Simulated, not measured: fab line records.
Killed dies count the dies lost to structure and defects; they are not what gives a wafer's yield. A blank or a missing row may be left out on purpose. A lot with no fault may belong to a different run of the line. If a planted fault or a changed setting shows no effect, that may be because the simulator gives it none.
Struck lot and sound lot, side by side -- flow gf180mcu -- 16 steps out of a route of 602
Sound: the wafers L826.2, L826.3, L826.5. The struck wafers were L837.2, L837.3, L837.5. At the end, the cause is stated.
At each step with rows: each side's tool, then ch and its chambers, then its first start. Under that, the readings that differ: sound wafers -- struck wafers -- difference of the means -- sigmas: that difference in standard deviations of wafers without a fault.
alike: readings whose means differ by less than 2 such deviations, and words and numbers that are the same on both sides. not compared: withheld readings, readings that some wafer has no value for, bounds like >300 that may hide the same value, and numbers for which the record gives no deviation and whose values overlap.
Wherever a step has rows on one side only, a row that says differs or no value, or a row with sigmas, the two part there. Numbers that don't overlap but have no deviation are shown without sigmas and don't part them. A reading missing from all wafers of one side parts the sides only when that side holds two or more wafers.

first, 1 step without rows for these wafers: GF_HV_LDD_IMPLANT_36.
GF_HV_LDD_STRIP_37: strips in O2/N2.
  sound on plasma_asher-03 ch 0,1, day 11 08:39; struck on plasma_asher-01 ch 0,1, day 15 22:54
  alike: chamber_pressure_mTorr, drypump_motor_current_A, heater_power_w, oes_product_au, strip_time_to_endpoint_s
  not compared: rf_hours_counter_h
GF_HV_LDD_TW_MEAS_38:
  sound on film_metro-01, day 11 08:46; struck on film_metro-04, day 15 23:01
  alike: HV_LDD_3_TW
then, 7 steps without rows for these wafers: GF_HV_LDD_DEHYDRATE_39 (time 60 s); GF_HV_LDD_HMDS_40 (prime time 60 s); GF_HV_LDD_COAT_41 (resist thk 984.4 nm); GF_HV_LDD_SOFTBAKE_42 (time 60 s); GF_HV_LDD_EXPOSE_43 (exposes mask Pplus HV AREA, target cd 400 nm); GF_HV_LDD_PEB_44; GF_HV_LDD_DEVELOP_45 (develop time 60 s).
GF_HV_LDD_CD_MEAS_46: target cd 400 nm.
  sound on cd_sem-01, day 12 03:43; struck on cd_sem-01, day 16 21:31
  alike: cd_nm
GF_HV_LDD_OVL_MEAS_47:
  sound on overlay-02, day 12 03:49; struck on overlay-02, day 16 21:37
  alike: HV_LDD_03_OVL
GF_HV_LDD_IMPLANT_48:
  sound on implanter-01 ch 0, day 12 03:53; struck on implanter-02, day 16 21:41
  no value came back on the struck wafers for beam_energy_keV, beam_on_s (s), dose_ions_cm2, faraday_current_uA; on the sound wafers beam_energy_keV reads 24.987 24.999 25.009
GF_HV_LDD_STRIP_49: strips in O2/N2.
  sound on plasma_asher-03 ch 0,1, day 12 04:00; struck on plasma_asher-03 ch 0, day 16 21:48
  alike: chamber_pressure_mTorr, drypump_motor_current_A, heater_power_w, oes_product_au, strip_time_to_endpoint_s
  not compared: rf_hours_counter_h
GF_HV_LDD_TW_MEAS_50:
  sound on film_metro-01, day 12 04:07; struck on film_metro-01, day 16 21:55
reading,sound,struck,difference,sigmas
HV_LDD_4_TW,568 569 568,30 30 30,-538,-99 or more
then, 1 step without rows for these wafers: GF_HV_LDD_CLEAN_51 (cleans in SC1/SC2, time 150 s).

## WHERE THEY PART
Earliest at GF_HV_LDD_IMPLANT_48; latest, in this record, at GF_HV_LDD_TW_MEAS_50.

WHY: what had been put in by the simulator
Skipped step whole: implanter-02, from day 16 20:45 on, at GF_HV_LDD_IMPLANT_48. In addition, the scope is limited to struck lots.
